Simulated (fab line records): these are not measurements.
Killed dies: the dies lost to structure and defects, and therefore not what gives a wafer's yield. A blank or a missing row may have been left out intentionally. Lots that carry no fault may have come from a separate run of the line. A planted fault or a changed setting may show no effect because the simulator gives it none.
Which tool was responsible?    flow gf180mcu    at 1 step of a route of 602, 12 lots with 36 wafers sampled

== WHAT THE GAUGES READ, wafer by wafer ==
GF_PSD_TW_MEAS_11.
lot   measured      on            PSD_TW
L075  day 14 21:32  filmMetro-01  3180 3190 3196
L076  day 15 07:08  filmMetro-01  3205 3204 3189
L079  day 16 03:29  filmMetro-01  3194 3198 3205
L081  day 16 20:38  filmMetro-02  3161 3172 3182
L083  day 17 11:57  filmMetro-02  3170 3166 3176
L085  day 18 05:23  filmMetro-04  3230 3221 3234
L087  day 18 23:53  filmMetro-04  3220 3226 3235
L089  day 19 10:29  filmMetro-04  3217 3217 3208
L091  day 20 11:52  filmMetro-04  3209 3192 3204
L093  day 20 17:41  filmMetro-04  3199 3205 3205
L095  day 22 06:55  filmMetro-01  3214 3199 3231
L097  day 22 13:10  filmMetro-04  3201 3206 3198

== EACH LOT AND THE TOOL THAT RAN IT (in order: tool; ch and the chambers of the sampled wafers; start) ==
Before these readings, the record contains no process step.

== THE ANSWER, worked out from the rows above alone ==
Rule: usual is defined by the lots themselves. Put in order of their means at a reading, lots are off if they are a third of the lots or fewer, leave a main group of 4 or more, and stand apart from it by a gap of 3 or more times the standard deviation of the main group's means; of several such gaps the widest counts. Not used: any main group whose means are identical at the precision the tables above print for the reading. Also off: a lot with no number at a reading for which 4 or more lots have one. All remaining lots with rows at the step are treated as sound.
None of the lots is off at any reading shown; this tells nothing.

== WHAT THE SIMULATOR HAD PUT IN ==
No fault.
